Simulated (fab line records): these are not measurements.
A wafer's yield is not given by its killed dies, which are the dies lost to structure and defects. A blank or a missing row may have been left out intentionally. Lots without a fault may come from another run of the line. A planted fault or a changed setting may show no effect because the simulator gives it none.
fab line records	flow sky130	part 1 of 2: steps 1 to 25 of 35
[record] lots = 5	wafers = 15	last-day = 50
route steps=708 shown FIELD_ISO@15 NWELL@32 DNWELL@35 PWDE@45
lots that met no fault: from a run of the same line without faults
start-h: start of the lot's first displayed wafer, in hours after the record's first day	wait-h: hours elapsed since this lot's preceding step	" unchanged from the row above	L1.1+2: one row covering several wafers at once	- no value, or no start was given	* or withheld: withheld	< > ~ a bound
route shown NAME@n: a module of which the file shows steps, and the number in the route of the first	usual: mean and standard deviation over wafers with no fault	same: alike in all rows	chamber/n: place in a boat	sites: per-site readings	_std_site: standard deviation across them	_edge_site: outer sites' mean less inner sites'	radius-mm: how far each site lies from the wafer's centre	mask NAME#n: copy n	behind: tool/chamber where the wafer was last shaped	hold: what put the lot on hold/how long, in hours/how the hold closed	device: the n, p or np transistor that did not switch	end of line: tests run on the same wafers once the route is complete	step lacking rows: just its recipe	killed: not the wafer's yield, but the dies lost to structure and defects at the first sort	map: a wafer's dies, marking killed ones x, the rest . and places with no die _
set.NAME: the setting that was run; set.NAME@STEP: the one run at that earlier step	model.NAME: the simulator's own value behind a step, which no gauge read
lots at some steps of the route; a table a step, a row a wafer
services: a tool's chamber out of use, with start hour (start-h, from the record's first day; less than 0 if before it), hours out, and reason
[[steps]]
[step SKY_FIELD_ISO_ETCH_14]
[recipe] chemistry = N2/H2	target = BARC	ion-energy-ev = 200	source-w = 500	bias-w = 100	pressure-mtorr = 30	n2-flow-sccm = 100	h2-flow-sccm = 200	stop-on = SiO2	time-s = 45.9	target-depth-a = 600
[usual] chamber-pressure-mTorr = 30.004/0.028	drypump-motor-current-A = 5.6/0.51	h2-flow-sccm = 200.0/0.57	oes-product-au = 0.854/0.0046	throttle-valve-pct = 13.226/0.0097
lot.wafer	tool	chamber	start-h	wait-h	chamber-pressure-mTorr	drypump-motor-current-A	h2-flow-sccm	oes-product-au	rf-hours-counter-h	throttle-valve-pct
L076.2	rie-diel-04	1	42.13	0.1	30.016	5.6	200.0	0.854	79	13.217
L076.3	"	3	"	"	30.001	5.2	199.9	0.844	105	13.217
L076.4	"	2	"	"	29.998	6.1	200.7	0.850	103	13.242
L078.2	rie-diel-02	1	50.27	0.1	29.990	5.4	200.1	0.848	68	13.218
L078.3	"	3	"	"	30.028	4.8	200.4	0.851	10	13.230
L078.4	"	2	"	"	29.997	5.6	200.4	0.851	26	13.236
L084.3	rie-diel-01	3	81.90	0.1	30.030	6.7	199.7	0.849	53	13.210
L084.4	"	1	"	"	30.039	5.6	199.1	0.849	10	13.214
L084.6	"	2	"	"	29.966	5.8	200.6	0.843	-	13.228
L089.2	rie-diel-02	2	109.00	0.1	30.035	5.7	200.5	0.856	27	13.244
L089.4	"	1	"	"	29.978	5.4	199.8	0.853	69	13.222
L089.6	"	2	"	"	29.992	5.7	200.5	0.850	-	13.223
L097.2	rie-diel-04	0	150.17	0.1	29.989	4.8	200.9	0.853	114	13.195
L097.5	"	2	"	"	29.983	6.1	199.6	0.860	-	13.233
L097.6	"	3	"	"	30.025	5.1	199.6	0.854	-	13.225
[step SKY_FIELD_ISO_ETCH_15]
[recipe] chemistry = CHF3/O2	target-depth-nm = 180	stop-on = Si	source-w = 600	bias-w = 200	pressure-mtorr = 40	chf3-flow-sccm = 50	O2_flow_sccm = 5	time-s = 72
[usual] chamber-pressure-mTorr = 39.99/0.031	drypump-motor-current-A = 5.6/0.5	oes-product-au = 0.949/0.0072	throttle-valve-pct = 8.845/0.0099
lot.wafer	tool	chamber	start-h	wait-h	chamber-pressure-mTorr	drypump-motor-current-A	oes-product-au	rf-hours-counter-h	throttle-valve-pct
L076.2	rie-diel-04	1	42.17	0.0	40.00	5.6	0.955	79	8.850
L076.3	"	3	"	"	39.96	5.1	0.949	105	8.838
L076.4	"	2	"	"	40.00	6.1	0.950	103	8.844
L078.2	rie-diel-02	1	50.31	0.0	39.98	5.4	0.954	68	8.858
L078.3	"	3	"	"	39.97	4.8	0.959	10	8.847
L078.4	"	2	"	"	39.99	5.7	0.955	26	8.846
L084.3	rie-diel-01	3	81.94	0.0	40.01	6.6	0.952	53	8.843
L084.4	"	1	"	"	39.96	5.6	0.949	10	8.855
L084.6	"	2	"	"	39.99	5.8	0.954	-	8.843
L089.2	rie-diel-02	2	109.04	0.0	40.00	5.7	0.956	27	8.838
L089.4	"	1	"	"	40.00	5.5	0.955	69	8.854
L089.6	"	2	"	"	39.94	5.7	0.948	-	8.845
L097.2	rie-diel-04	0	150.22	0.0	40.07	4.8	0.949	114	8.845
L097.5	"	2	"	"	39.97	6.1	0.951	-	8.849
L097.6	"	3	"	"	40.01	5.1	0.950	-	8.852
[step SKY_FIELD_ISO_STRIP_16]
[recipe] chemistry = O2/N2	power-w = 1346	pressure-mtorr = 1500	platen-temp-c = withheld	o2-flow-sccm = 3000	n2-flow-sccm = 300	overash-fraction = 0.5
[usual] chamber-pressure-mTorr = 1500.0/1.4	drypump-motor-current-A = 5.3/0.31	oes-product-au = 0.377/0.0054	strip-time-to-endpoint-s = 3.66/0.045
lot.wafer	tool	chamber	start-h	wait-h	chamber-pressure-mTorr	drypump-motor-current-A	oes-product-au	rf-hours-counter-h	strip-time-to-endpoint-s
L076.2	plasma-asher-02	0	42.22	0.0	1499.4	5.4	0.384	36	3.72
L076.3	"	1	"	"	1499.7	5.2	0.385	-	3.68
L076.4	"	0	"	"	1499.1	5.4	0.368	-	3.66
L078.2	plasma-asher-02	1	50.37	0.0	1500.8	5.2	0.379	37	3.70
L078.3	"	1	"	"	1499.9	5.3	0.376	-	3.55
L078.4	"	0	"	"	1499.5	5.4	0.378	-	3.65
L084.3	plasma-asher-01	0	82.03	0.1	1499.4	5.6	0.371	-	3.72
L084.4	"	1	"	"	1499.5	4.9	0.379	-	3.67
L084.6	"	0	"	"	1497.9	5.6	0.384	-	3.66
L089.2	plasma-asher-04	1	109.10	0.0	1500.8	6.1	0.384	43	3.65
L089.4	"	1	"	"	1499.4	6.1	0.378	-	3.68
L089.6	"	0	"	"	1500.4	5.8	0.371	-	3.69
L097.2	plasma-asher-01	0	150.27	0.0	1501.1	5.6	0.383	34	3.71
L097.5	"	0	"	"	1498.2	5.6	0.376	-	3.62
L097.6	"	1	"	"	1499.8	4.9	0.366	-	3.62
[step SKY_FIELD_ISO_ETCH_17]
[recipe] target-depth-a = 3420	mask-material = Si3N4	chemistry = HBr/Cl2/O2	target = Si	taper-deg = 5	icp-w = 600	bias-w = 150	pressure-mtorr = 15	HBr_flow_sccm = 150	Cl2_flow_sccm = 40	O2_flow_sccm = 6	time-s = 97.7
[usual] chamber-pressure-mTorr = 15.000/0.013	drypump-motor-current-A = 5.98/0.17	oes-product-au = 0.999/0.013	throttle-valve-pct = 25.655/0.013
lot.wafer	tool	chamber	start-h	wait-h	chamber-pressure-mTorr	drypump-motor-current-A	oes-product-au	rf-hours-counter-h	throttle-valve-pct
L076.2	rie-si-02	0	42.32	0.1	15.018	5.91	1.013	2	25.641
L076.3	"	3	"	"	14.990	5.96	0.992	2	25.671
L076.4	"	1	"	"	15.006	5.86	0.995	74	25.646
L078.2	rie-si-02	0	50.47	0.1	14.989	5.94	1.000	2	25.661
L078.3	"	1	"	"	14.979	5.90	0.994	74	25.658
L078.4	"	3	"	"	15.002	6.00	0.979	-	25.659
L084.3	rie-si-02	3	82.10	0.0	15.010	5.97	0.988	3	25.654
L084.4	"	3	"	"	14.999	5.96	0.989	-	25.669
L084.6	"	1	"	"	14.997	5.86	1.005	-	25.655
L089.2	rie-si-01	3	109.20	0.1	14.996	5.99	1.003	112	25.644
L089.4	"	0	"	"	15.013	6.12	0.980	-	25.686
L089.6	"	3	"	"	14.996	6.01	1.002	-	25.652
L097.2	rie-si-02	0	150.37	0.1	15.008	5.94	1.021	3	25.637
L097.5	"	0	"	"	15.013	5.93	1.021	-	25.643
L097.6	"	1	"	"	14.996	5.92	1.005	-	25.663
[step SKY_FIELD_ISO_WET_ETCH_18]
[recipe] chemistry = H3PO4	target-depth-nm = 25	temp-c = 160	target = Si3N4	time-s = 286
lot.wafer	tool	chamber	start-h	wait-h
L076.2+3+4	wet-bench-01	3	42.39	0.0
L078.2+3+4	wet-bench-01	1	50.54	0.0
L084.3+4+6	wet-bench-01	3	82.17	0.0
L089.2+4+6	wet-bench-02	0	109.27	0.0
L097.2+5+6	wet-bench-01	2	150.44	0.0
[step SKY_FIELD_ISO_CLEAN_19]
[recipe] chemistry = SC1/SC2	mix = 1:4:20	temp-c = 70	time-s = 150
lot.wafer	tool	chamber	start-h	wait-h
L076.2+3+4	wet-bench-02	2	42.48	0.0
L078.2+3+4	wet-bench-02	3	50.63	0.0
L084.3+4+6	wet-bench-04	0	82.26	0.0
L089.2+4+6	wet-bench-01	0	109.36	0.0
L097.2+5+6	wet-bench-04	0	150.54	0.0
[step SKY_FIELD_ISO_CLEAN_20]
[recipe] chemistry = dHF	time-s = 20	dilution = 100:1
lot.wafer	tool	chamber	start-h	wait-h
L076.2+3+4	wet-bench-01	3	42.53	0.0
L078.2+3+4	wet-bench-01	0	50.68	0.0
L084.3+4+6	wet-bench-01	2	82.31	0.0
L089.2+4+6	wet-bench-01	2	109.41	0.0
L097.2+5+6	wet-bench-02	1	150.59	0.0
[step SKY_FIELD_ISO_WET_ETCH_21]
[recipe] chemistry = dHF	dilution = 100:1	target-depth-nm = 20	dry = ipa-marangoni	target = SiO2	temp-c = 25	time-s = 400
lot.wafer	tool	chamber	start-h	wait-h
L076.2+3+4	wet-bench-02	2	42.55	0.0
L078.2+3+4	wet-bench-02	0	50.70	0.0
L084.3+4+6	wet-bench-04	3	82.32	0.0
L089.2+4+6	wet-bench-04	3	109.42	0.0
L097.2+5+6	wet-bench-01	1	150.61	0.0
[step SKY_FIELD_ISO_OXIDATION_22]
[recipe] temp-c = 950	ambient = O2	stabilise-s = 600	purge-s = 300	target-thk-a = 100	ox-time-s = 623
[usual] spike-tc-centre-C = 951.1/1
lot.wafer	tool	chamber	start-h	wait-h	spike-tc-centre-C
L076.2	furnace-02	0	43.28	0.6	951.3
L076.3	"	0	"	"	950.4
L076.4	"	0	"	"	951.4
L078.2	furnace-02	0	51.36	0.5	949.8
L078.3	"	0	"	"	951.4
L078.4	"	0	"	"	949.8
L084.3	furnace-02	0	82.44	0.0	952.1
L084.4	"	0	"	"	950.6
L084.6	"	0	"	"	950.8
L089.2	furnace-01	0	109.54	0.0	950.3
L089.4	"	0	"	"	953.5
L089.6	"	0	"	"	952.5
L097.2	furnace-02	0	151.52	0.8	951.6
L097.5	"	0	"	"	950.6
L097.6	"	0	"	"	952.7
[step SKY_FIELD_ISO_THK_MEAS_23]
[recipe] reads = SiO2_of_FIELD_ISO_OXIDATION_22
[usual] FIELD_ISO_OXIDATION_01_THK = 9.92/0.18
lot.wafer	tool	chamber	start-h	wait-h	FIELD_ISO_OXIDATION_01_THK[nm]
L076.2	film-metro-03	-	44.46	0.0	10.01
L076.3	"	-	"	"	10.17
L076.4	"	-	"	"	10.01
L078.2	film-metro-04	-	52.54	0.0	10.14
L078.3	"	-	"	"	10.20
L078.4	"	-	"	"	10.19
L084.3	film-metro-02	-	83.66	0.0	9.64
L084.4	"	-	"	"	9.76
L084.6	"	-	"	"	9.79
L089.2	film-metro-02	-	110.72	0.0	9.83
L089.4	"	-	"	"	9.96
L089.6	"	-	"	"	9.76
L097.2	film-metro-02	-	152.70	0.0	9.85
L097.5	"	-	"	"	9.82
L097.6	"	-	"	"	9.81
[step SKY_FIELD_ISO_CVD_24]
[recipe] material = SiO2	target-thk-nm = 595	temp-c = 650	sigma-open-frac = 0.3	time-s = 99.2	sih4-flow-sccm = 60	pressure-mtorr = 6
lot.wafer	tool	chamber	start-h	wait-h
L076.2+3+4	hdpcvd-02	2,1,1	44.51	0.0
L078.2+3+4	hdpcvd-02	1,0,2	52.59	0.0
L084.3+4+6	hdpcvd-01	2,2,0	83.70	0.0
L089.2+4+6	hdpcvd-02	0,2,0	110.77	0.0
L097.2+5+6	hdpcvd-02	2,0,2	152.75	0.0
[step SKY_FIELD_ISO_THK_MEAS_25]
[recipe] reads = SiO2_of_FIELD_ISO_CVD_24
[usual] FIELD_ISO_CVD_24_THK = 592/6.8
lot.wafer	tool	chamber	start-h	wait-h	FIELD_ISO_CVD_24_THK[nm]
L076.2	film-metro-04	-	44.59	0.0	591
L076.3	"	-	"	"	587
L076.4	"	-	"	"	592
L078.2	film-metro-02	-	52.67	0.0	592
L078.3	"	-	"	"	590
L078.4	"	-	"	"	596
L084.3	film-metro-02	-	83.79	0.1	602
L084.4	"	-	"	"	605
L084.6	"	-	"	"	587
L089.2	film-metro-04	-	110.85	0.0	582
L089.4	"	-	"	"	588
L089.6	"	-	"	"	576
L097.2	film-metro-03	-	152.83	0.0	590
L097.5	"	-	"	"	580
L097.6	"	-	"	"	592
[step SKY_FIELD_ISO_ANNEAL_26]
[recipe] temp-c = 1000	time-s = 1800	ambient = N2
[usual] spike-tc-centre-C = 1001.3/1.1
lot.wafer	tool	chamber	start-h	wait-h	spike-tc-centre-C
L076.2	furnace-01	0	44.64	0.0	1002.5
L076.3	"	0	"	"	1002.1
L076.4	"	0	"	"	1002.3
L078.2	furnace-01	0	53.29	0.6	1000.7
L078.3	"	0	"	"	1000.2
L078.4	"	0	"	"	1002.1
L084.3	furnace-01	0	83.83	0.0	1001.6
L084.4	"	0	"	"	1002.1
L084.6	"	0	"	"	1000.7
L089.2	furnace-01	0	112.24	1.4	1002.5
L089.4	"	0	"	"	1003.5
L089.6	"	0	"	"	999.7
L097.2	furnace-02	0	154.09	1.2	1000.6
L097.5	"	0	"	"	1001.2
L097.6	"	0	"	"	999.8
[step SKY_FIELD_ISO_CMP_27]
[recipe] stop-on = Si3N4	t-overpolish-s = 16	down-force-psi = 4	platen-rpm = 60	target-thk-nm = 457.8	pad-velocity-m-s = 0.94248
[usual] motor-current-A = 12.1/1.1	overpolish-run-s = 16.000/0.0096	time-to-endpoint-s = 110/6.6
lot.wafer	tool	chamber	start-h	wait-h	motor-current-A	overpolish-run-s	time-to-endpoint-s
L076.4	cmp-02	0	46.14	0.0	14.3	15.995	108
L076.2	"	1	"	"	12.2	16.011	104
L076.3	"	3	"	"	11.6	16.015	95
L078.4	cmp-01	3	54.84	0.1	13.8	15.977	121
L078.2	"	0	"	"	12.9	16.007	118
L078.3	"	1	"	"	12.0	16.006	106
L084.3	cmp-01	1	85.33	0.0	11.7	16.010	114
L084.4	"	3	"	"	14.4	15.995	127
L084.6	"	2	"	"	13.1	16.019	116
L089.2	cmp-02	1	115.84	2.1	11.9	16.004	114
L089.4	"	0	"	"	13.4	16.006	114
L089.6	"	1	"	"	11.3	15.991	110
L097.2	cmp-01	0	155.59	0.0	13.2	16.000	110
L097.6	"	0	"	"	13.5	16.006	114
L097.5	"	1	"	"	11.2	15.995	102
[step SKY_FIELD_ISO_WET_ETCH_28]
[recipe] chemistry = dHF	target-depth-nm = 23.7	target = SiO2	dilution = 10:1	temp-c = 25	time-s = 47
lot.wafer	tool	chamber	start-h	wait-h
L076.2+3+4	wet-bench-04	2	46.44	0.2
L078.2+3+4	wet-bench-04	0	55.09	0.1
L084.3+4+6	wet-bench-01	3	85.63	0.2
L089.2+4+6	wet-bench-02	3	116.14	0.2
L097.2+5+6	wet-bench-04	2	155.89	0.2
[step SKY_FIELD_ISO_WET_ETCH_29]
[recipe] chemistry = H3PO4	target-depth-nm = 160	target = Si3N4	temp-c = 160	time-s = 1825
lot.wafer	tool	chamber	start-h	wait-h
L076.2+3+4	wet-bench-01	3	46.47	0.0
L078.2+3+4	wet-bench-02	3	55.11	0.0
L084.3+4+6	wet-bench-04	0	85.65	0.0
L089.2+4+6	wet-bench-04	1	116.16	0.0
L097.2+5+6	wet-bench-01	2	155.91	0.0
[step SKY_FIELD_ISO_WET_ETCH_30]
[recipe] chemistry = dHF	target-depth-nm = 25	target = SiO2	dilution = 10:1	temp-c = 25	time-s = 50
lot.wafer	tool	chamber	start-h	wait-h
L076.2+3+4	wet-bench-02	0	46.98	0.0
L078.2+3+4	wet-bench-04	2	55.67	0.0
L084.3+4+6	wet-bench-02	0	86.16	0.0
L089.2+4+6	wet-bench-01	0	116.68	0.0
L097.2+5+6	wet-bench-02	3	156.47	0.0
[step SKY_NWELL_CLEAN_00]
[recipe] chemistry = SC1/SC2	mix = 1:4:20	temp-c = 70	time-s = 150	dry = n2-spin
lot.wafer	tool	chamber	start-h	wait-h
L076.2+3+4	wet-bench-01	0	47.00	0.0
L078.2+3+4	wet-bench-02	0	55.70	0.0
L084.3+4+6	wet-bench-01	3	86.19	0.0
L089.2+4+6	wet-bench-02	3	116.73	0.0
L097.2+5+6	wet-bench-01	1	156.49	0.0
[step SKY_NWELL_OXIDATION_01]
[recipe] temp-c = 900	ambient = O2	stabilise-s = 600	purge-s = 300	target-thk-a = 100	ox-time-s = 1418
[usual] spike-tc-centre-C = 901.1/1
lot.wafer	tool	chamber	start-h	wait-h	spike-tc-centre-C
L076.2	furnace-02	0	47.05	0.0	900.5
L076.3	"	0	"	"	903.6
L076.4	"	0	"	"	898.7
L078.2	furnace-02	0	55.75	0.0	900.5
L078.3	"	0	"	"	902.7
L078.4	"	0	"	"	900.2
L084.3	furnace-02	0	88.11	1.9	899.1
L084.4	"	0	"	"	901.5
L084.6	"	0	"	"	900.4
L089.2	furnace-01	0	117.74	1.0	900.7
L089.4	"	0	"	"	900.2
L089.6	"	0	"	"	902.5
L097.2	furnace-01	0	156.63	0.1	900.9
L097.5	"	0	"	"	901.5
L097.6	"	0	"	"	902.1
[step SKY_NWELL_THK_MEAS_02]
[recipe] reads = SiO2_of_NWELL_OXIDATION_01
[usual] NWELL_OXIDATION_THK = 9.94/0.21
lot.wafer	tool	chamber	start-h	wait-h	NWELL_OXIDATION_THK[nm]
L076.2	film-metro-01	-	48.46	0.0	10.10
L076.3	"	-	"	"	9.74
L076.4	"	-	"	"	9.96
L078.2	film-metro-03	-	57.15	0.0	10.12
L078.3	"	-	"	"	9.94
L078.4	"	-	"	"	9.92
L084.3	film-metro-03	-	89.52	0.0	9.97
L084.4	"	-	"	"	9.97
L084.6	"	-	"	"	10.09
L089.2	film-metro-03	-	119.14	0.0	10.02
L089.4	"	-	"	"	10.10
L089.6	"	-	"	"	9.94
L097.2	film-metro-04	-	158.04	0.0	10.10
L097.5	"	-	"	"	10.34
L097.6	"	-	"	"	10.40
[step SKY_DNWELL_DEHYDRATE_00]
[recipe] temp-c = 200	time-s = 60
[usual] exhaust-pa = 45.2/0.89
lot.wafer	tool	chamber	start-h	wait-h	exhaust-pa
L076.2	litho-track-04	0	55.83	7.4	47.3
L076.3	"	0	"	"	45.3
L076.4	"	0	"	"	45.2
L078.2	litho-track-03	0	64.58	7.4	46.1
L078.3	"	0	"	"	45.2
L078.4	"	0	"	"	44.8
L084.3	litho-track-02	0	97.08	7.5	45.4
L084.4	"	0	"	"	46.2
L084.6	"	0	"	"	44.6
L089.2	litho-track-03	0	127.28	8.1	46.0
L089.4	"	0	"	"	47.3
L089.6	"	0	"	"	45.4
L097.2	litho-track-04	0	167.88	9.8	44.5
L097.5	"	0	"	"	45.3
L097.6	"	0	"	"	44.7
[step SKY_DNWELL_HMDS_01]
[recipe] prime-time-s = 60	prime-temp-c = 120
[usual] exhaust-pa = 45.3/0.86	prime-temp-c = 120.02/0.14
lot.wafer	tool	chamber	start-h	wait-h	exhaust-pa	prime-temp-c
L076.2	litho-track-04	0	55.98	0.1	44.7	120.13
L076.3	"	0	"	"	46.3	120.06
L076.4	"	0	"	"	45.5	120.34
L078.2	litho-track-03	0	64.73	0.1	46.5	120.04
L078.3	"	0	"	"	44.9	119.83
L078.4	"	0	"	"	45.4	120.07
L084.3	litho-track-02	0	97.23	0.1	44.5	119.72
L084.4	"	0	"	"	45.1	120.13
L084.6	"	0	"	"	46.3	119.78
L089.2	litho-track-03	0	127.43	0.1	45.6	120.16
L089.4	"	0	"	"	45.9	119.79
L089.6	"	0	"	"	46.3	120.16
L097.2	litho-track-04	0	168.03	0.1	46.3	120.26
L097.5	"	0	"	"	45.5	120.06
L097.6	"	0	"	"	46.3	120.28
[step SKY_DNWELL_COAT_02]
[recipe] spin-rpm = 2000	resist-thk-nm = 3000
[usual] exhaust-pa = 45.0/0.85
lot.wafer	tool	chamber	start-h	wait-h	exhaust-pa
L076.2	litho-track-04	0	56.13	0.1	44.9
L076.3	"	0	"	"	44.7
L076.4	"	0	"	"	45.6
L078.2	litho-track-03	0	64.88	0.1	46.0
L078.3	"	0	"	"	45.6
L078.4	"	0	"	"	45.3
L084.3	litho-track-02	0	97.38	0.1	44.7
L084.4	"	0	"	"	45.7
L084.6	"	0	"	"	45.2
L089.2	litho-track-03	0	127.58	0.1	44.6
L089.4	"	0	"	"	44.4
L089.6	"	0	"	"	45.9
L097.2	litho-track-04	0	168.18	0.1	43.0
L097.5	"	0	"	"	44.2
L097.6	"	0	"	"	43.7
[step SKY_DNWELL_SOFTBAKE_03]
[recipe] temp-c = 110	time-s = withheld
[usual] exhaust-pa = 44.9/0.91
lot.wafer	tool	chamber	start-h	wait-h	exhaust-pa
L076.2	litho-track-04	0	56.29	0.1	43.9
L076.3	"	0	"	"	44.2
L076.4	"	0	"	"	44.4
L078.2	litho-track-03	0	65.04	0.1	45.0
L078.3	"	0	"	"	45.0
L078.4	"	0	"	"	43.6
L084.3	litho-track-02	0	97.55	0.1	45.2
L084.4	"	0	"	"	44.4
L084.6	"	0	"	"	45.6
L089.2	litho-track-03	0	127.74	0.1	44.8
L089.4	"	0	"	"	45.6
L089.6	"	0	"	"	46.3
L097.2	litho-track-04	0	168.34	0.1	44.9
L097.5	"	0	"	"	43.5
L097.6	"	0	"	"	45.0
[step SKY_DNWELL_EXPOSE_04]
[recipe] mask-id = DNM	na = 0.57	target-cd-nm = 3000	dose-mj = 222
[usual] exposure-dose-mJ-cm2 = 222.01/0.24
lot.wafer	tool	chamber	start-h	wait-h	mask	exposure-dose-mJ-cm2
L076.2	iline-stepper-01	0	-	-	DNM#0	222.02
L076.3	"	0	"	"	DNM#0	222.16
L076.4	"	0	"	"	DNM#0	222.41
L078.2	iline-stepper-02	0	-	-	DNM#0	222.35
L078.3	"	0	"	"	DNM#0	222.15
L078.4	"	0	"	"	DNM#0	221.91
L084.3	iline-stepper-02	0	-	-	DNM#0	221.84
L084.4	"	0	"	"	DNM#0	221.92
L084.6	"	0	"	"	DNM#0	222.07
L089.2	iline-stepper-01	0	-	-	DNM#0	222.05
L089.4	"	0	"	"	DNM#0	222.23
L089.6	"	0	"	"	DNM#0	222.32
L097.2	iline-stepper-01	0	-	-	DNM#0	221.99
L097.5	"	0	"	"	DNM#0	221.78
L097.6	"	0	"	"	DNM#0	222.06
